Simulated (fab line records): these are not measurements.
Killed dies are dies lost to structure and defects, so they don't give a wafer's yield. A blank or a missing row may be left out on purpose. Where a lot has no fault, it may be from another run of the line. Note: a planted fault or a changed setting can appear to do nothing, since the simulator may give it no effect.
fab line records -- flow sky130
[record] lots = 14, wafers = 42, last_day = 51
route steps=708 shown FIELD_ISO@22 NWELL@63 VT_ADJUST_HVTP@95 PAD_OPEN@708
lots that met no fault: from a run of the same line without faults
start_h: the number of hours between the record's first day and the start of the first shown wafer of the lot -- wait_h: hours from the lot's prior step to this one -- " the same as in the row above -- L1.1+2: several wafers, shown together as one row -- - no value, or no start was given -- * or withheld: withheld -- < > ~ a bound
route shown NAME@n: NAME is a module with steps in the file, n the number in the route of the first one -- usual: mean/standard deviation of fault-free wafers -- same: alike in all rows -- chamber/n: place in a boat -- sites: per-site readings -- _std_site: standard deviation of those values -- _edge_site: inner sites' mean taken away from outer sites' mean -- radius_mm: for every site, how far away it sits from the centre of the wafer -- mask NAME#n: copy n -- behind: the tool/chamber that last shaped the wafer -- hold: reason for holding the lot/hours on hold/outcome of the hold -- device: the n, p or np transistor that did not switch -- end of line: the tests these same wafers got at the end of their route -- for a step that has no rows: nothing shown but its recipe -- killed: at the first sort, the dies lost to defects and structure; wafer yield is something else -- map: shows each die of a wafer: x if killed, . if not, _ if none is there
set.NAME: the setting the step ran with; set.NAME@STEP: the setting that earlier step ran with -- model.NAME: the simulator's own value behind a step, which no gauge read
the route's steps for a sample of lots (tables are steps, rows are wafers)
services: the hour from which a tool's chamber was out of use, counted from the record's first day as start_h (under 0 if before that day), plus the number of hours and why
[[steps]]
[step SKY_FIELD_ISO_WET_ETCH_21]
[recipe] chemistry = dHF, dilution = 100:1, target_depth_nm = 20, dry = ipa_marangoni, target = SiO2, temp_c = 25, time_s = 400
[usual] bath_heat_duty_pct = 6.3/0.85, run_length_s = 428/3.5
lot.wafer,tool,chamber,start_h,wait_h,bath_heat_duty_pct,run_length_s
L864.1,wet_bench-02,2,29.23,0.0,4.9,427
L864.3,wet_bench-02,2,29.23,0.0,5.8,427
L864.4,wet_bench-02,2,29.23,0.0,5.5,427
L865.1,wet_bench-02,3,34.71,0.0,6.7,426
L865.2,wet_bench-02,3,34.71,0.0,6.0,426
L865.5,wet_bench-02,3,34.71,0.0,6.3,426
L866.3,wet_bench-04,3,39.51,0.0,-,-
L866.4,wet_bench-04,3,39.51,0.0,-,-
L866.6,wet_bench-04,3,39.51,0.0,-,-
L867.1,wet_bench-01,2,46.18,0.0,-,-
L867.2,wet_bench-01,2,46.18,0.0,-,-
L867.6,wet_bench-01,2,46.18,0.0,-,-
L868.1,wet_bench-02,2,52.84,0.0,-,-
L868.2,wet_bench-02,2,52.84,0.0,-,-
L868.5,wet_bench-02,2,52.84,0.0,-,-
L877.3,wet_bench-04,1,96.06,0.0,5.6,424
L877.5,wet_bench-04,1,96.06,0.0,6.2,424
L877.6,wet_bench-04,1,96.06,0.0,5.8,424
L880.1,wet_bench-04,1,115.37,0.0,5.5,424
L880.3,wet_bench-04,1,115.37,0.0,5.9,424
L880.5,wet_bench-04,1,115.37,0.0,5.5,424
L881.2,wet_bench-01,0,119.88,0.0,6.2,426
L881.3,wet_bench-01,0,119.88,0.0,5.8,426
L881.4,wet_bench-01,0,119.88,0.0,5.9,426
L882.3,wet_bench-02,0,124.47,0.0,7.2,427
L882.5,wet_bench-02,0,124.47,0.0,7.8,427
L882.6,wet_bench-02,0,124.47,0.0,8.3,427
L883.3,wet_bench-04,3,127.86,0.0,7.1,434
L883.4,wet_bench-04,3,127.86,0.0,6.0,434
L883.5,wet_bench-04,3,127.86,0.0,6.9,434
L884.1,wet_bench-04,2,133.08,0.0,5.4,426
L884.2,wet_bench-04,2,133.08,0.0,6.5,426
L884.4,wet_bench-04,2,133.08,0.0,5.6,426
L885.2,wet_bench-02,1,137.81,0.0,7.1,427
L885.5,wet_bench-02,1,137.81,0.0,6.4,427
L885.6,wet_bench-02,1,137.81,0.0,6.4,427
L886.1,wet_bench-02,2,144.71,0.0,4.9,426
L886.3,wet_bench-02,2,144.71,0.0,5.4,426
L886.5,wet_bench-02,2,144.71,0.0,5.5,426
L887.1,wet_bench-04,1,181.42,0.0,6.2,423
L887.2,wet_bench-04,1,181.42,0.0,5.7,423
L887.4,wet_bench-04,1,181.42,0.0,6.0,423
[step SKY_NWELL_OVL_MEAS_10]
[usual] NWELL_00_OVL = -0.3/1.5
lot.wafer,tool,chamber,start_h,wait_h,NWELL_00_OVL[nm]
L864.1,overlay-02,-,85.12,-,0.0
L864.3,overlay-02,-,85.12,-,-0.7
L864.4,overlay-02,-,85.12,-,-0.9
L865.1,overlay-01,-,92.05,-,-1.2
L865.2,overlay-01,-,92.05,-,-0.4
L865.5,overlay-01,-,92.05,-,-2.3
L877.3,overlay-01,-,157.43,-,-0.6
L877.5,overlay-01,-,157.43,-,-0.2
L877.6,overlay-01,-,157.43,-,-2.8
L881.2,overlay-01,-,191.91,-,0.2
L881.3,overlay-01,-,191.91,-,-1.1
L881.4,overlay-01,-,191.91,-,0.0
L880.1,overlay-02,-,192.25,-,1.8
L880.3,overlay-02,-,192.25,-,0.0
L880.5,overlay-02,-,192.25,-,-1.2
L882.3,overlay-02,-,203.08,-,-0.6
L882.5,overlay-02,-,203.08,-,2.4
L882.6,overlay-02,-,203.08,-,-0.2
L883.3,overlay-01,-,203.83,-,1.0
L883.4,overlay-01,-,203.83,-,2.2
L883.5,overlay-01,-,203.83,-,-0.5
L885.2,overlay-01,-,214.51,-,-0.4
L885.5,overlay-01,-,214.51,-,0.6
L885.6,overlay-01,-,214.51,-,-1.4
L884.1,overlay-02,-,214.85,-,-1.1
L884.2,overlay-02,-,214.85,-,-2.3
L884.4,overlay-02,-,214.85,-,-1.3
L886.1,overlay-02,-,217.07,-,2.1
L886.3,overlay-02,-,217.07,-,0.0
L886.5,overlay-02,-,217.07,-,0.8
L887.1,overlay-01,-,253.52,-,-1.8
L887.2,overlay-01,-,253.52,-,-1.6
L887.4,overlay-01,-,253.52,-,-3.0
[step SKY_NWELL_RTA_28]
[recipe] temp_c = 1050, time_s = 30, idle_temp_c = 650, ramp_up_c_per_s = 150, ramp_down_c_per_s = 90, ambient = N2
[usual] lamp_power_pct = 25.31/0.052, wafer_temp_C_max = 1054.9/1
lot.wafer,tool,chamber,start_h,wait_h,lamp_power_pct,wafer_temp_C_max
L864.1,rtp_anneal-01,0,103.25,0.0,25.33,1054.1
L864.3,rtp_anneal-01,0,103.25,0.0,25.33,1055.2
L864.4,rtp_anneal-01,0,103.25,0.0,25.38,1054.4
L865.1,rtp_anneal-02,0,110.66,0.0,25.28,1055.1
L865.2,rtp_anneal-02,0,110.66,0.0,25.29,1055.8
L865.5,rtp_anneal-02,0,110.66,0.0,25.35,1053.9
L877.3,rtp_anneal-01,0,178.80,0.0,25.36,1055.3
L877.5,rtp_anneal-01,0,178.80,0.0,25.28,1054.4
L877.6,rtp_anneal-01,0,178.80,0.0,25.39,1055.7
L881.2,rtp_anneal-02,0,213.88,0.0,25.30,1054.4
L881.3,rtp_anneal-02,0,213.88,0.0,25.26,1055.5
L881.4,rtp_anneal-02,0,213.88,0.0,25.33,1054.7
L880.1,rtp_anneal-01,0,214.71,0.0,25.28,1055.1
L880.3,rtp_anneal-01,0,214.71,0.0,25.27,1055.2
L880.5,rtp_anneal-01,0,214.71,0.0,25.35,1056.2
L882.3,rtp_anneal-02,0,225.33,0.0,25.27,1054.5
L882.5,rtp_anneal-02,0,225.33,0.0,25.23,1054.9
L882.6,rtp_anneal-02,0,225.33,0.0,25.36,1055.7
L883.3,rtp_anneal-01,0,226.40,0.0,25.30,1055.3
L883.4,rtp_anneal-01,0,226.40,0.0,25.27,1053.6
L883.5,rtp_anneal-01,0,226.40,0.0,25.35,1054.9
L885.2,rtp_anneal-02,0,236.62,0.0,25.32,1056.2
L885.5,rtp_anneal-02,0,236.62,0.0,25.37,1055.9
L885.6,rtp_anneal-02,0,236.62,0.0,25.34,1053.5
L884.1,rtp_anneal-01,0,237.29,0.0,25.29,1055.1
L884.2,rtp_anneal-01,0,237.29,0.0,25.33,1054.8
L884.4,rtp_anneal-01,0,237.29,0.0,25.28,1054.8
L886.1,rtp_anneal-02,0,240.62,0.0,25.35,1053.9
L886.3,rtp_anneal-02,0,240.62,0.0,25.24,1055.8
L886.5,rtp_anneal-02,0,240.62,0.0,25.27,1054.8
L887.1,rtp_anneal-01,0,277.70,0.0,25.30,1054.5
L887.2,rtp_anneal-01,0,277.70,0.0,25.24,1053.6
L887.4,rtp_anneal-01,0,277.70,0.0,25.33,1054.2
[step SKY_VT_ADJUST_HVTP_STRIP_10]
[recipe] chemistry = O2/N2, power_w = 1400, pressure_mtorr = 1500, platen_temp_c = withheld, o2_flow_sccm = 3000, n2_flow_sccm = 300, overash_fraction = 0.5
[usual] drypump_motor_current_A = 5.8/0.5, oes_product_au = 0.716/0.0047, strip_time_to_endpoint_s = 14.18/0.044
lot.wafer,tool,chamber,start_h,wait_h,drypump_motor_current_A,oes_product_au,rf_hours_counter_h,strip_time_to_endpoint_s
L864.1,plasma_asher-03,1,121.95,0.1,5.3,0.715,41,14.25
L864.3,plasma_asher-03,1,121.95,0.1,5.3,0.712,-,14.22
L864.4,plasma_asher-03,0,121.95,0.1,6.0,0.711,-,14.25
L865.1,plasma_asher-03,0,130.02,0.1,6.0,0.712,42,14.14
L865.2,plasma_asher-03,1,130.02,0.1,5.3,0.714,42,14.16
L865.5,plasma_asher-03,1,130.02,0.1,5.3,0.721,-,14.16
L877.3,plasma_asher-03,0,199.51,0.1,6.0,0.711,-,14.17
L877.5,plasma_asher-03,0,199.51,0.1,6.1,0.710,-,14.17
L877.6,plasma_asher-03,1,199.51,0.1,5.3,0.719,-,14.15
L881.2,plasma_asher-04,0,236.65,0.1,5.3,0.715,43,14.24
L881.3,plasma_asher-04,1,236.65,0.1,5.3,0.721,-,14.24
L881.4,plasma_asher-04,0,236.65,0.1,5.3,0.713,-,14.29
L880.1,plasma_asher-01,1,237.02,0.1,5.7,0.711,56,14.21
L880.3,plasma_asher-01,1,237.02,0.1,5.7,0.718,-,14.24
L880.5,plasma_asher-01,1,237.02,0.1,5.7,0.712,-,14.26
L882.3,plasma_asher-03,1,248.51,0.1,5.3,0.703,-,14.23
L882.5,plasma_asher-03,1,248.51,0.1,5.3,0.711,-,14.17
L882.6,plasma_asher-03,0,248.51,0.1,6.0,0.715,-,14.25
L883.3,plasma_asher-01,0,249.61,0.1,6.7,0.727,-,14.24
L883.4,plasma_asher-01,1,249.61,0.1,5.7,0.714,-,14.24
L883.5,plasma_asher-01,1,249.61,0.1,5.7,0.714,-,14.26
L885.2,plasma_asher-01,1,261.22,0.1,5.7,0.717,58,14.17
L885.5,plasma_asher-01,0,261.22,0.1,6.7,0.713,-,14.19
L885.6,plasma_asher-01,1,261.22,0.1,5.7,0.709,-,14.21
L884.1,plasma_asher-03,0,262.07,0.1,6.0,0.720,55,14.13
L884.2,plasma_asher-03,1,262.07,0.1,5.3,0.723,55,14.15
L884.4,plasma_asher-03,0,262.07,0.1,6.0,0.710,-,14.17
L886.1,plasma_asher-01,0,265.05,0.1,6.7,0.718,58,14.21
L886.3,plasma_asher-01,1,265.05,0.1,5.7,0.713,-,14.21
L886.5,plasma_asher-01,0,265.05,0.1,6.7,0.711,-,14.24
L887.1,plasma_asher-03,1,304.20,0.1,5.3,0.715,59,14.19
L887.2,plasma_asher-03,0,304.20,0.1,6.0,0.713,59,14.17
L887.4,plasma_asher-03,1,304.20,0.1,5.3,0.718,-,14.16
[step SKY_PAD_OPEN_PROBE_99]
[usual] killed_at_M0_to_M3 = 44/7.2, killed_at_M4_up = 3.1/1.7, killed_at_contacts = 24/5.2, killed_at_front_end = 15/4.1, killed_at_other = 0.3/0.61, killed_dies = 87/10, killed_on_rim = 17/3.8, killed_open = 48/7.5, killed_short = 39/6.6
[same] gross_dies = 492, killed_at_back_side = 0
lot.wafer,tool,chamber,start_h,wait_h,killed_at_M0_to_M3,killed_at_M4_up,killed_at_contacts,killed_at_front_end,killed_at_other,killed_dies,killed_on_rim,killed_open,killed_short
L866.3,prober-02,-,1072.14,0.2,43,4,24,421,0,492,96,55,32
L866.4,prober-02,-,1072.19,0.2,43,3,26,420,0,492,96,41,49
L866.6,prober-02,-,1072.29,0.2,40,1,17,434,0,492,96,39,40
L865.1,prober-01,-,1073.54,0.1,39,2,19,12,1,73,20,44,29
L865.2,prober-01,-,1073.59,0.1,35,3,21,9,1,69,11,44,24
L865.5,prober-01,-,1073.74,0.2,47,3,29,17,0,96,18,59,37
L867.1,prober-02,-,1088.99,0.1,45,2,29,416,0,492,96,52,36
L867.2,prober-02,-,1089.04,0.1,49,5,26,412,0,492,96,49,42
L867.6,prober-02,-,1089.24,0.2,45,2,38,407,0,492,96,56,38
L868.1,prober-01,-,1096.37,0.1,41,5,18,428,0,492,96,37,44
L868.2,prober-01,-,1096.42,0.1,43,4,14,431,0,492,96,39,40
L868.5,prober-01,-,1096.57,0.2,39,6,17,430,0,492,96,37,41
L877.3,prober-02,-,1145.88,0.2,38,0,24,11,1,74,16,49,25
L877.5,prober-02,-,1145.98,0.2,39,5,21,12,1,78,15,38,40
L877.6,prober-02,-,1146.03,0.2,35,2,21,15,0,73,9,38,33
L880.1,prober-01,-,1172.97,0.1,45,2,27,14,0,88,17,47,41
L880.3,prober-01,-,1173.07,0.2,41,1,30,12,0,84,19,41,41
L880.5,prober-01,-,1173.17,0.2,40,1,19,11,0,71,15,39,32
L881.2,prober-02,-,1179.17,0.1,38,4,17,15,0,74,15,41,33
L881.3,prober-02,-,1179.22,0.2,36,4,31,14,0,85,13,42,43
L881.4,prober-02,-,1179.27,0.2,42,4,24,11,0,81,19,48,33
L883.3,prober-02,-,1186.74,0.2,38,3,27,19,2,89,18,45,42
L883.4,prober-02,-,1186.79,0.2,41,1,14,13,1,70,13,39,31
L883.5,prober-02,-,1186.84,0.2,53,3,23,10,0,89,16,48,41
// killed by level:class
L866.3 FIELD_ISO:area_etch=405 VIA1:geometric_particle:open=13 VIA2:geometric_particle:open=8 CONTACT:geometric_particle:open=8 LI_CONTACT:geometric_particle:open=6 FIELD_ISO:geometric_particle:short=5 FIELD_ISO:geometric_particle:open=5 CONTACT:geometric_particle:short=4
L866.4 FIELD_ISO:area_etch=402 CONTACT:geometric_particle:open=9 VIA1:geometric_particle:open=7 VIA1:geometric_particle:short=7 FIELD_ISO:geometric_particle:short=6 VIA3:geometric_particle:open=6 METAL2:geometric_particle:short=6 VIA2:geometric_particle:short=5
L866.6 FIELD_ISO:area_etch=413 VIA1:geometric_particle:open=11 VIA1:geometric_particle:short=10 FIELD_ISO:geometric_particle:short=8 CONTACT:geometric_particle:open=6 VIA2:geometric_particle:open=5 FIELD_ISO:geometric_particle:open=4 POLY_GATE:geometric_particle:open=4
L865.1 VIA1:geometric_particle:open=13 CONTACT:geometric_particle:open=8 VIA3:geometric_particle:open=5 METAL1:geometric_particle:short=4 VIA2:geometric_particle:short=4 VIA2:geometric_particle:open=4 POLY_GATE:geometric_particle:open=3 LI_CONTACT:geometric_particle:open=3
L865.2 VIA1:geometric_particle:open=13 CONTACT:geometric_particle:open=10 VIA1:geometric_particle:short=8 LI_CONTACT:geometric_particle:open=5 VIA3:geometric_particle:open=5 VIA2:geometric_particle:open=4 CONTACT:geometric_particle:short=3 FIELD_ISO:geometric_particle:short=2
L865.5 LI_CONTACT:geometric_particle:open=13 VIA1:geometric_particle:open=10 CONTACT:geometric_particle:open=8 POLY_GATE:geometric_particle:open=6 METAL2:geometric_particle:short=6 VIA2:geometric_particle:open=6 VIA1:geometric_particle:short=5 METAL1:geometric_particle:short=5
L867.1 FIELD_ISO:area_etch=404 CONTACT:geometric_particle:open=13 VIA1:geometric_particle:open=9 VIA2:geometric_particle:open=9 FIELD_ISO:geometric_particle:open=7 VIA1:geometric_particle:short=7 CONTACT:geometric_particle:short=6 METAL2:geometric_particle:short=5
L867.2 FIELD_ISO:area_etch=401 METAL1:geometric_particle:short=11 VIA1:geometric_particle:open=10 CONTACT:geometric_particle:open=9 VIA3:geometric_particle:open=7 LI_CONTACT:geometric_particle:open=6 VIA2:geometric_particle:open=5 LI_CONTACT:geometric_particle:short=4
L867.6 FIELD_ISO:area_etch=398 CONTACT:geometric_particle:open=12 LI_CONTACT:geometric_particle:open=12 CONTACT:geometric_particle:short=8 VIA1:geometric_particle:open=8 VIA3:geometric_particle:open=7 METAL2:geometric_particle:short=5 VIA2:geometric_particle:open=5
L868.1 FIELD_ISO:area_etch=411 CONTACT:geometric_particle:short=8 VIA3:geometric_particle:open=8 METAL2:geometric_particle:short=7 POLY_GATE:geometric_particle:short=6 POLY_GATE:geometric_particle:open=6 VIA1:geometric_particle:open=6 VIA2:geometric_particle:open=5
L868.2 FIELD_ISO:area_etch=412 VIA1:geometric_particle:open=14 VIA3:geometric_particle:open=6 FIELD_ISO:geometric_particle:open=5 METAL3:geometric_particle:short=5 FIELD_ISO:geometric_particle:short=4 POLY_GATE:geometric_particle:open=4 POLY_GATE:geometric_particle:short=4
L868.5 FIELD_ISO:area_etch=414 VIA1:geometric_particle:open=9 VIA1:geometric_particle:short=6 METAL2:geometric_particle:short=6 POLY_GATE:geometric_particle:open=5 LOCAL_INTERCONNECT:geometric_particle:short=5 CONTACT:geometric_particle:open=4 VIA2:geometric_particle:open=4
L877.3 CONTACT:geometric_particle:open=10 VIA1:geometric_particle:open=9 VIA2:geometric_particle:open=8 LI_CONTACT:geometric_particle:open=7 VIA3:geometric_particle:open=6 METAL3:geometric_particle:short=5 FIELD_ISO:geometric_particle:open=4 CONTACT:geometric_particle:short=4
L877.5 VIA2:geometric_particle:open=7 VIA1:geometric_particle:open=7 METAL2:geometric_particle:short=7 LOCAL_INTERCONNECT:geometric_particle:short=6 LI_CONTACT:geometric_particle:open=6 FIELD_ISO:geometric_particle:short=5 METAL4:geometric_particle:short=5 CONTACT:geometric_particle:open=5
L877.6 VIA1:geometric_particle:open=9 VIA3:geometric_particle:open=7 LI_CONTACT:geometric_particle:open=6 POLY_GATE:geometric_particle:open=5 CONTACT:geometric_particle:open=5 CONTACT:geometric_particle:short=5 VIA2:geometric_particle:short=5 POLY_GATE:geometric_particle:short=4
L880.1 CONTACT:geometric_particle:open=9 METAL1:geometric_particle:short=9 CONTACT:geometric_particle:short=8 VIA1:geometric_particle:open=8 VIA3:geometric_particle:open=7 LI_CONTACT:geometric_particle:open=6 VIA1:geometric_particle:short=6 POLY_GATE:geometric_particle:short=4
L880.3 CONTACT:geometric_particle:open=10 LI_CONTACT:geometric_particle:open=8 VIA1:geometric_particle:open=8 LOCAL_INTERCONNECT:geometric_particle:short=7 VIA1:geometric_particle:short=7 METAL1:geometric_particle:short=6 POLY_GATE:geometric_particle:open=4 METAL2:geometric_particle:short=4
L880.5 VIA1:geometric_particle:open=15 LI_CONTACT:geometric_particle:open=6 METAL1:geometric_particle:short=6 CONTACT:geometric_particle:open=5 VIA1:geometric_particle:short=5 VIA2:geometric_particle:open=5 POLY_GATE:geometric_particle:short=4 CONTACT:geometric_particle:short=3
L881.2 VIA1:geometric_particle:open=8 VIA2:geometric_particle:open=8 LI_CONTACT:geometric_particle:open=7 VIA3:geometric_particle:open=6 LI_CONTACT:geometric_particle:short=5 POLY_GATE:geometric_particle:short=4 FIELD_ISO:geometric_particle:short=3 POLY_GATE:geometric_particle:open=3
L881.3 CONTACT:geometric_particle:open=11 VIA1:geometric_particle:open=9 METAL1:geometric_particle:short=8 LI_CONTACT:geometric_particle:open=6 LI_CONTACT:geometric_particle:short=5 LOCAL_INTERCONNECT:geometric_particle:short=5 METAL2:geometric_particle:short=5 METAL4:geometric_particle:short=4
L881.4 CONTACT:geometric_particle:open=12 VIA2:geometric_particle:open=7 VIA1:geometric_particle:open=7 FIELD_ISO:geometric_particle:short=5 METAL3:geometric_particle:short=5 VIA3:geometric_particle:open=5 METAL2:geometric_particle:open=5 METAL2:geometric_particle:short=5
L883.3 CONTACT:geometric_particle:open=9 LI_CONTACT:geometric_particle:open=8 VIA1:geometric_particle:open=7 VIA3:geometric_particle:open=7 VIA1:geometric_particle:short=7 FIELD_ISO:geometric_particle:short=6 FIELD_ISO:geometric_particle:open=5 LI_CONTACT:geometric_particle:short=5
L883.4 VIA1:geometric_particle:open=10 METAL2:geometric_particle:short=6 FIELD_ISO:geometric_particle:open=5 METAL1:geometric_particle:short=5 VIA3:geometric_particle:open=5 VIA2:geometric_particle:short=4 CONTACT:geometric_particle:open=4 VIA2:geometric_particle:open=4
L883.5 CONTACT:geometric_particle:open=11 VIA1:geometric_particle:open=11 VIA1:geometric_particle:short=10 VIA2:geometric_particle:open=9 VIA2:geometric_particle:short=6 METAL2:geometric_particle:short=5 LI_CONTACT:geometric_particle:open=5 CONTACT:geometric_particle:short=5
[[services]]
tool,chamber,start_h,hours,kind
plasma_asher-03,-,46.99,1.2,repair
plasma_asher-04,-,75.45,1.0,repair
wet_bench-02,-,172.44,1.9,repair
plasma_asher-01,-,194.69,4.2,repair
plasma_asher-04,-,197.53,2.8,pm
plasma_asher-03,-,210.66,1.0,repair
wet_bench-01,-,224.28,1.9,pm
plasma_asher-03,-,236.07,2.6,repair
[[key]]
[first_sign] step = SKY_FIELD_ISO_WET_ETCH_21, reading = tool_record, direction = missing
[effect] step = SKY_PAD_OPEN_PROBE_99, reading = killed_at_front_end, direction = up, sigmas = 99+, usual = 15, struck = 422
[more_kills_born_at] SKY_FIELD_ISO_WET_ETCH_21@wet_bench-02 = 1234, SKY_FIELD_ISO_WET_ETCH_21@wet_bench-04 = 1220, SKY_FIELD_ISO_WET_ETCH_21@wet_bench-01 = 1200
met_at SKY_FIELD_ISO_WET_ETCH_21
struck_lots L866,L867,L868
later_rows_left_out L866.3,L866.4,L866.6,L867.1,L867.2,L867.6,L868.1,L868.2,L868.5
tester_left_out L866,L867,L868
not_acting_at SKY_NWELL_OVL_MEAS_10,SKY_NWELL_RTA_28,SKY_VT_ADJUST_HVTP_STRIP_10
onset_between 34.71 39.51
[fault] kind = skipped_step_whole, tool = wet_bench-01,wet_bench-02,wet_bench-04, chamber = -, onset_h = 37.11, steps = SKY_FIELD_ISO_WET_ETCH_21, scope = struck_lots_only
// tester_left_out: of these lots the tester's yield and bins aren't shown, on N5 and GAA mostly nor the transistor test; their killed dies are dies lost to structure and defects alone, not to doping, threshold or leakage, so they don't give the yield
// later_rows_left_out: the simulator's readings of these wafers behind a module that went badly wrong aren't trusted and aren't shown, but for the sort
